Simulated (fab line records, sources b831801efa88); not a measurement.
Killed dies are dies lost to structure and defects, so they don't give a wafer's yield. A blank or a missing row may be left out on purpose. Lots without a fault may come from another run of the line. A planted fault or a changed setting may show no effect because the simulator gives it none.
Chamber matching | flow gf180mcu | GF_V2_CMP_26 on cmp-02: 4 sister chambers
The step polishes, stops on SiO2, t overpolish 15 s, target thk 0 nm. 20 wafers are shown with their chamber, then 10 later ones without.

WAFERS WITH THEIR CHAMBER
wafer  | chamber | motor_current_A (A) | time_to_endpoint_s (s) | overpolish_run_s (s)
L325.4 | 3       | 10.3                | 89                     | 15.010
L325.5 | 3       | 10.5                | 92                     | 15.012
L325.6 | 0       | 10.5                | 86                     | 14.987
L326.1 | 1       | 10.9                | 82                     | 15.000
L326.3 | 0       | 10.0                | 84                     | 14.978
L326.5 | 2       | 12.5                | 91                     | 14.991
L328.2 | 3       | 10.0                | 80                     | 15.004
L328.3 | 0       | 10.6                | 78                     | 15.008
L328.5 | 0       | 10.0                | 75                     | 14.999
L329.1 | 1       | 10.3                | 86                     | 14.998
L329.3 | 0       | 10.2                | 84                     | 15.007
L329.6 | 2       | 12.2                | 89                     | 14.987
L330.1 | 2       | 12.4                | 90                     | 15.003
L330.4 | 3       | 10.4                | 85                     | 14.996
L330.6 | 3       | 10.2                | 90                     | 14.972
L332.3 | 0       | 9.9                 | 80                     | 14.998
L332.4 | 3       | 10.6                | 86                     | 14.992
L332.5 | 2       | 12.6                | 85                     | 14.995
L339.1 | 3       | 10.0                | 95                     | 14.997
L339.2 | 1       | 11.0                | 89                     | 14.993

SIGNATURES (means of the wafers above)
reading            | chamber 0 | chamber 1 | chamber 2 | chamber 3 | scatter within a chamber
motor_current_A    | 10.200    | 10.733    | 12.425    | 10.286    | 0.265
time_to_endpoint_s | 81.17     | 85.67     | 88.75     | 88.14     | 4.19
overpolish_run_s   | 14.99617  | 14.99700  | 14.99400  | 14.99757  | 0.011
Rule: a wafer's distance from a chamber is the root of the sum, over the readings, of the square of ((its reading less the chamber's mean) divided by the reading's scatter). The wafer belongs to the nearest chamber; if the next one is less than 2 further off, it can't be placed. The scatter: the root of (the sum of the squares of (reading less its chamber's mean) over the shown wafers, divided by (wafers less chambers)).

WAFERS WITHOUT THEIR CHAMBER
wafer  | motor_current_A (A) | time_to_endpoint_s (s) | overpolish_run_s (s)
L339.5 | 9.9                 | 89                     | 14.997
L344.3 | 12.2                | 91                     | 14.999
L344.5 | 10.2                | 88                     | 15.020
L344.6 | 12.0                | 92                     | 14.990
L345.3 | 12.6                | 92                     | 14.998
L345.5 | 12.6                | 97                     | 15.006
L345.6 | 10.8                | 87                     | 15.000
L348.2 | 12.4                | 88                     | 14.990
L348.3 | 10.3                | 90                     | 14.994
L348.6 | 10.2                | 88                     | 14.981

WHICH CHAMBER EACH WENT THROUGH
wafer  | from the rows above          | in truth
L339.5 | can't be placed: 3 or 0 or 1 | 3
L344.3 | 2                            | 2
L344.5 | can't be placed: 3 or 0 or 1 | 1
L344.6 | 2                            | 2
L345.3 | 2                            | 2
L345.5 | 2                            | 2
L345.6 | can't be placed: 1 or 3      | 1
L348.2 | 2                            | 2
L348.3 | can't be placed: 3 or 1 or 0 | 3
L348.6 | can't be placed: 3 or 0 or 1 | 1
Placed correctly: 5 of 10. Can't be placed from these rows: 5 (the true chamber is among the candidates in 5). Placed wrongly: 0.
